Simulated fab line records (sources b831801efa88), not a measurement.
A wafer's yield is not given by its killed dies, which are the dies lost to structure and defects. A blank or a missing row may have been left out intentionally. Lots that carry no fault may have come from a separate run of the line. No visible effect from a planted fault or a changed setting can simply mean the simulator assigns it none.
fab line records | flow sky130
[record] lots = 7 | wafers = 21 | last-day = 50
route steps=708 shown SONOS_TUNNEL@166 SONOS_ONO@168
lots untouched by any fault: they come from a run of this same line in which no faults occurred
start-h: hours from the record's first day to the start of the lot's first wafer shown | wait-h: hours since the lot's step before | " the same as in the row above | L1.1+2: several wafers, shown together as one row | - no value present, or no start provided | * or withheld: withheld | < > ~ a bound
route shown NAME@n: NAME is a module with steps in the file, n the number in the route of the first one | usual: mean and standard deviation over wafers with no fault | same: alike in all rows | chamber/n: place in a boat | sites: each site's reading | _std_site: their standard deviation | _edge_site: mean of outer sites minus mean of inner sites | radius-mm: for every site, how far away it sits from the centre of the wafer | mask NAME#n: copy n | behind: the most recent tool/chamber to have shaped the wafer | hold: why the lot went on hold/how many hours it stayed there/how the hold came to an end | device: the n, p or np transistor that did not switch | end of line: at the end of the route, the tests of the same wafers | step lacking rows: just its recipe | killed: dies that structure and defects cost at the first sort, which is not the same as the wafer's yield | map: the dies of a wafer, with x for killed, . for not killed, _ for no die there
set.NAME: the run value of the setting; set.NAME@STEP: its run value at that earlier step | model.NAME: the simulator's own value behind a step, which no gauge read
lots seen at some steps along the route; tables by step, rows by wafer
services: from which hour (start-h, from the record's first day; less than 0 if before it) a tool's chamber was out of use, for how many hours, and why
[[steps]]
[step SKY_SONOS_TUNNEL_TW_MEAS_12]
[usual] SONOS_TUNNEL_TW = 197.2/2.1
lot.wafer | tool          | chamber | start-h | wait-h | SONOS_TUNNEL_TW
L691.3    | film-metro-03 | -       | 278.63  | 0.0    | 196.5
L691.4    | "             | -       | "       | "      | 195.7
L691.5    | "             | -       | "       | "      | 196.1
L693.1    | film-metro-01 | -       | 292.18  | 0.0    | 193.7
L693.2    | "             | -       | "       | "      | 194.4
L693.4    | "             | -       | "       | "      | 194.4
L698.4    | film-metro-03 | -       | 325.38  | 0.0    | 196.3
L698.5    | "             | -       | "       | "      | 197.7
L698.6    | "             | -       | "       | "      | 197.5
L697.3    | film-metro-03 | -       | 326.20  | 0.0    | 197.6
L697.4    | "             | -       | "       | "      | 198.2
L697.6    | "             | -       | "       | "      | 198.1
L699.2    | film-metro-01 | -       | 334.51  | 0.0    | 193.0
L699.4    | "             | -       | "       | "      | 192.7
L699.5    | "             | -       | "       | "      | 193.6
L706.1    | film-metro-04 | -       | 393.71  | 0.0    | 199.1
L706.2    | "             | -       | "       | "      | 198.8
L706.4    | "             | -       | "       | "      | 199.8
L709.1    | film-metro-01 | -       | 422.14  | 0.0    | 198.6
L709.3    | "             | -       | "       | "      | 198.0
L709.5    | "             | -       | "       | "      | 197.8
[step SKY_SONOS_TUNNEL_CLEAN_13]
[recipe] chemistry = dHF | time-s = 20 | dilution = 100:1 | dry = ipa-marangoni
[step SKY_SONOS_ONO_OXIDATION_00]
[recipe] temp-c = 800 | ambient = O2 | idle-temp-c = 700 | ramp-up-c-per-min = 10 | ramp-down-c-per-min = 3 | stabilise-s = 600 | purge-s = 300 | target-thk-a = 26 | ox-time-s = 1249
[step SKY_SONOS_ONO_THK_MEAS_01]
[recipe] reads = SiO2_of_SONOS_ONO_OXIDATION_00
[usual] SONOS_ONO_OXIDATION_THK = 2.60/0.058
lot.wafer | tool          | chamber | start-h | wait-h | SONOS_ONO_OXIDATION_THK[nm]
L691.3    | film-metro-01 | -       | 280.58  | 0.0    | 2.55
L691.4    | "             | -       | "       | "      | 2.61
L691.5    | "             | -       | "       | "      | 2.55
L693.1    | film-metro-02 | -       | 293.60  | 0.0    | 2.58
L693.2    | "             | -       | "       | "      | 2.58
L693.4    | "             | -       | "       | "      | 2.58
L697.3    | film-metro-01 | -       | 328.00  | 0.0    | 2.68
L697.4    | "             | -       | "       | "      | 2.57
L697.6    | "             | -       | "       | "      | 2.60
L698.4    | film-metro-04 | -       | 328.01  | 0.0    | 2.55
L698.5    | "             | -       | "       | "      | 2.54
L698.6    | "             | -       | "       | "      | 2.56
L699.2    | film-metro-01 | -       | 335.93  | 0.0    | 2.65
L699.4    | "             | -       | "       | "      | 2.55
L699.5    | "             | -       | "       | "      | 2.57
L706.1    | film-metro-01 | -       | 395.14  | 0.0    | 2.80
L706.2    | "             | -       | "       | "      | 2.71
L706.4    | "             | -       | "       | "      | 2.68
L709.1    | film-metro-02 | -       | 424.37  | 0.0    | 2.62
L709.3    | "             | -       | "       | "      | 2.70
L709.5    | "             | -       | "       | "      | 2.65
[step SKY_SONOS_ONO_CVD_02]
[recipe] material = Si3N4 | precursor = DCS/NH3 | target-thk-nm = 10.5 | temp-c = 770 | time-s = 180 | pressure-mtorr = 250
[step SKY_SONOS_ONO_THK_MEAS_03]
[recipe] reads = Si3N4_of_SONOS_ONO_CVD_02
[usual] SONOS_ONO_CVD_02_THK = 10.41/0.11
lot.wafer | tool          | chamber | start-h | wait-h | SONOS_ONO_CVD_02_THK[nm]
L691.3    | film-metro-02 | -       | 281.96  | 0.0    | 10.38
L691.4    | "             | -       | "       | "      | 10.33
L691.5    | "             | -       | "       | "      | 10.36
L693.1    | film-metro-04 | -       | 294.71  | 0.0    | 10.35
L693.2    | "             | -       | "       | "      | 10.43
L693.4    | "             | -       | "       | "      | 10.36
L697.3    | film-metro-02 | -       | 329.55  | 0.0    | 10.33
L697.4    | "             | -       | "       | "      | 10.46
L697.6    | "             | -       | "       | "      | 10.38
L698.4    | film-metro-04 | -       | 329.56  | 0.0    | 10.47
L698.5    | "             | -       | "       | "      | 10.49
L698.6    | "             | -       | "       | "      | 10.36
L699.2    | film-metro-01 | -       | 337.49  | 0.0    | 10.49
L699.4    | "             | -       | "       | "      | 10.37
L699.5    | "             | -       | "       | "      | 10.40
L706.1    | film-metro-04 | -       | 396.79  | 0.0    | 10.24
L706.2    | "             | -       | "       | "      | 10.50
L706.4    | "             | -       | "       | "      | 10.41
L709.1    | film-metro-01 | -       | 426.26  | 0.0    | 10.29
L709.3    | "             | -       | "       | "      | 10.16
L709.5    | "             | -       | "       | "      | 10.27
[step SKY_SONOS_ONO_CVD_04]
[recipe] material = SiO2 | precursor = SiH4/N2O | target-thk-nm = 5.7199 | temp-c = 900 | pressure-mtorr = 400
[step SKY_SONOS_ONO_THK_MEAS_05]
[recipe] reads = SiO2_of_SONOS_ONO_CVD_04
[usual] SONOS_ONO_CVD_04_THK = 5.77/0.12
lot.wafer | tool          | chamber | start-h | wait-h | SONOS_ONO_CVD_04_THK[nm]
L691.3    | film-metro-02 | -       | 283.47  | 0.0    | 5.86
L691.4    | "             | -       | "       | "      | 5.72
L691.5    | "             | -       | "       | "      | 5.75
L693.1    | film-metro-02 | -       | 296.65  | 0.0    | 5.83
L693.2    | "             | -       | "       | "      | 5.69
L693.4    | "             | -       | "       | "      | 5.76
L697.3    | film-metro-04 | -       | 330.86  | 0.0    | 5.94
L697.4    | "             | -       | "       | "      | 5.92
L697.6    | "             | -       | "       | "      | 5.95
L698.4    | film-metro-01 | -       | 330.87  | 0.0    | 5.76
L698.5    | "             | -       | "       | "      | 5.79
L698.6    | "             | -       | "       | "      | 5.70
L699.2    | film-metro-02 | -       | 338.80  | 0.0    | 5.82
L699.4    | "             | -       | "       | "      | 5.96
L699.5    | "             | -       | "       | "      | 5.94
L706.1    | film-metro-01 | -       | 398.10  | 0.0    | 5.70
L706.2    | "             | -       | "       | "      | 5.63
L706.4    | "             | -       | "       | "      | 5.67
L709.1    | film-metro-02 | -       | 427.57  | 0.0    | 5.96
L709.3    | "             | -       | "       | "      | 5.90
L709.5    | "             | -       | "       | "      | 5.94
[step SKY_SONOS_ONO_DEHYDRATE_06]
[recipe] temp-c = 200 | time-s = 60
[step SKY_SONOS_ONO_HMDS_07]
[recipe] prime-time-s = 60 | prime-temp-c = 120
[step SKY_SONOS_ONO_COAT_08]
[recipe] resist = NOVOLAK | spin-rpm = 3000 | resist-thk-nm = 1140
[step SKY_SONOS_ONO_SOFTBAKE_09]
[recipe] temp-c = 90 | time-s = 60 | resist = NOVOLAK
[step SKY_SONOS_ONO_EXPOSE_10]
[recipe] mask-id = ONOM | target-cd-nm = 410 | na = 0.6 | source-shape = conventional | sigma-outer = 0.6 | dose-mj = 150
[usual] exposure-dose-mJ-cm2 = 150.03/0.16 | focus-offset-nm = 0.1/0.56
lot.wafer | tool             | chamber | start-h | wait-h | mask   | exposure-dose-mJ-cm2 | focus-offset-nm
L691.3    | iline-stepper-01 | 0       | 297.18  | -      | ONOM#0 | 149.69               | 0.0
L691.4    | "                | 0       | "       | "      | ONOM#0 | 149.73               | 0.0
L691.5    | "                | 0       | "       | "      | ONOM#0 | 150.04               | 0.2
L693.1    | iline-stepper-02 | 0       | 309.33  | -      | ONOM#0 | 150.46               | 0.7
L693.2    | "                | 0       | "       | "      | ONOM#0 | 150.11               | 0.7
L693.4    | "                | 0       | "       | "      | ONOM#0 | 150.15               | 0.5
L698.4    | iline-stepper-01 | -       | 343.91  | -      | ONOM#0 | -                    | -
L698.5    | "                | -       | "       | "      | ONOM#0 | -                    | -
L698.6    | "                | -       | "       | "      | ONOM#0 | -                    | -
L697.3    | iline-stepper-01 | -       | 344.22  | -      | ONOM#0 | -                    | -
L697.4    | "                | -       | "       | "      | ONOM#0 | -                    | -
L697.6    | "                | -       | "       | "      | ONOM#0 | -                    | -
L699.2    | iline-stepper-01 | -       | 352.68  | -      | ONOM#0 | -                    | -
L699.4    | "                | -       | "       | "      | ONOM#0 | -                    | -
L699.5    | "                | -       | "       | "      | ONOM#0 | -                    | -
L706.1    | iline-stepper-01 | 0       | 412.86  | -      | ONOM#0 | 150.24               | -0.7
L706.2    | "                | 0       | "       | "      | ONOM#0 | 150.20               | -0.2
L706.4    | "                | 0       | "       | "      | ONOM#0 | 150.15               | 0.2
L709.1    | iline-stepper-02 | 0       | 442.74  | -      | ONOM#0 | 149.90               | -0.7
L709.3    | "                | 0       | "       | "      | ONOM#0 | 149.97               | -0.8
L709.5    | "                | 0       | "       | "      | ONOM#0 | 150.10               | -0.5
[step SKY_SONOS_ONO_PEB_11]
[recipe] temp-c = withheld | time-s = * | resist = NOVOLAK
[[services]]
tool             | chamber | start-h | hours | kind
iline-stepper-01 | -       | 286.83  | 1.7   | pm
iline-stepper-02 | -       | 288.50  | 3.5   | repair
iline-stepper-02 | -       | 297.61  | 1.7   | pm
[[key]]
[first-sign] step = SKY_SONOS_ONO_EXPOSE_10 | reading = tool-record | direction = missing
effect none on later readings
met-at SKY_SONOS_ONO_EXPOSE_10
struck-wafers L697.3,L697.4,L697.6,L698.4,L698.5,L698.6,L699.2,L699.4,L699.5
later-rows-left-out L697.3,L697.4,L697.6,L698.4,L698.5,L698.6,L699.2,L699.4,L699.5
sort-left-out L697.3,L697.4,L697.6,L698.4,L698.5,L698.6,L699.2,L699.4,L699.5
tester-left-out L697,L698,L699
onset-between 297.18 343.91
[fault] kind = skipped-step-whole | tool = iline-stepper-01 | chamber = - | onset-h = 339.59 | steps = SKY_SONOS_ONO_EXPOSE_10 | scope = struck-lots-only
// tester-left-out: of these lots the tester's yield and bins aren't shown, on N5 and GAA mostly nor the transistor test; their killed dies are dies lost to structure and defects alone, not to doping, threshold or leakage, so they don't give the yield
// sort-left-out: the simulated sort isn't trusted on such a fault, so these wafers' sort isn't shown, and their yield isn't known
// later-rows-left-out: the simulator's readings of these wafers behind a module that went badly wrong aren't trusted and aren't shown, but for the sort
